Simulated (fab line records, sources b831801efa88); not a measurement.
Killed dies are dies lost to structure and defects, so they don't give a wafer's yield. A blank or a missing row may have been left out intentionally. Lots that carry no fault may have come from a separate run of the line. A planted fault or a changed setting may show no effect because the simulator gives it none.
Code-filled problem report in 8D (eight disciplines) form	flow gf180mcu	the parts of the form that need people (team, actions taken, sign-off) are left out

== 1. THE ISSUE ==
At GF_MVPSD_EXPOSE_04, exposureDoseMJCm2 averages 252.33 over 6 wafers from 2 lots, while fault-free wafers read 260.08, standard deviation 0.22. Measured from the usual mean, that is -35 standard deviations.
The step: exposes mask MVPSD, target cd 1000 nm.
Earliest sighting: wafer L100.1 on ilineStepper-01 at day 9 04:11. Wafers with a number at this step in the record: 18, from 6 lots. By rule, "out" or "out of limits" means more than 4 standard deviations away from the usual mean. The other wafers with a number count as sound.

== 2. WHAT IT IS, AND WHAT IT ISN'T ==
question	is	is not
which readings at this step	exposureDoseMJCm2	-
which lots	L100, L101	L104, L105, L985, L989
which wafers of those lots	all that have a number	-
read on which tools	ilineStepper-01	ilineStepper-02
when	from day 9 04:11	up to then (6 sound wafers); but 6 sound wafers of L104, L105 came after

== 3. THE SUSPECTS, EACH WITH WHAT RULES IT OUT ==
Counting: a tool at any process step up to the reading remains a suspect when it ran all the lots that are out and ran no sound lot after the first of those.
- plasmaAsher-04 at GF_MVSD_STRIP_10 (strips in O2/N2): ruled out as a lasting fault. Sound lots L104 ran on it after its first lot that is out, L100 (day 8 20:02).
- ilineStepper-01 at GF_MVPSD_EXPOSE_04 (exposes mask MVPSD, target cd 1000 nm): kept. It processed each lot that is out, first L100 at day 9 04:11, and no sound lot thereafter; up to then, the last sound lot it processed was L989 at day 6 12:13. Out on those wafers are its own readings of exposureDoseMJCm2.
Remaining after the count: ilineStepper-01 at GF_MVPSD_EXPOSE_04.

== 4. THE CAUSE (what the simulator had put in) ==
Process parameters drifting: ilineStepper-01 at GF_MVPSD_EXPOSE_04, beginning at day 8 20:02. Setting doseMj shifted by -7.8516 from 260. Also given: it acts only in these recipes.
Counting left only this tool.

== 5. THE CHAIN OF EFFECTS, in route order ==
Each row: a reading whose mean over the struck wafers that have a number lies more than 3 standard deviations from the usual. Only readings for which the record gives a usual standard deviation are gone through. hours: the time from each lot's start at the first step in this table that gives one to its start at this step, as a median over the lots. sigmas: the change in usual standard deviations.
hours	step	reading	usual	on struck wafers	change	sigmas
0	GF_MVPSD_EXPOSE_04	exposureDoseMJCm2	260.08	252.33	-7.75	-35
The process steps in it:
- GF_MVPSD_EXPOSE_04: exposes mask MVPSD, target cd 1000 nm.
Later measuring or inspecting steps at which every struck wafer that the step has a row for has a number for every such reading, and none has moved that far: GF_MVPSD_OVL_MEAS_07, GF_MVPSD_TW_MEAS_11, GF_VT_IMPLANT_OVL_MEAS_07, GF_VT_IMPLANT_TW_MEAS_10, GF_VT_IMPLANT_OVL_MEAS_18, GF_VT_IMPLANT_TW_MEAS_21.

== 6. WHAT WOULD HAVE CAUGHT IT SOONER ==
The fault began at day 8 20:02; the first out-of-limits reading in this record came at day 9 04:11, 8 hours later.
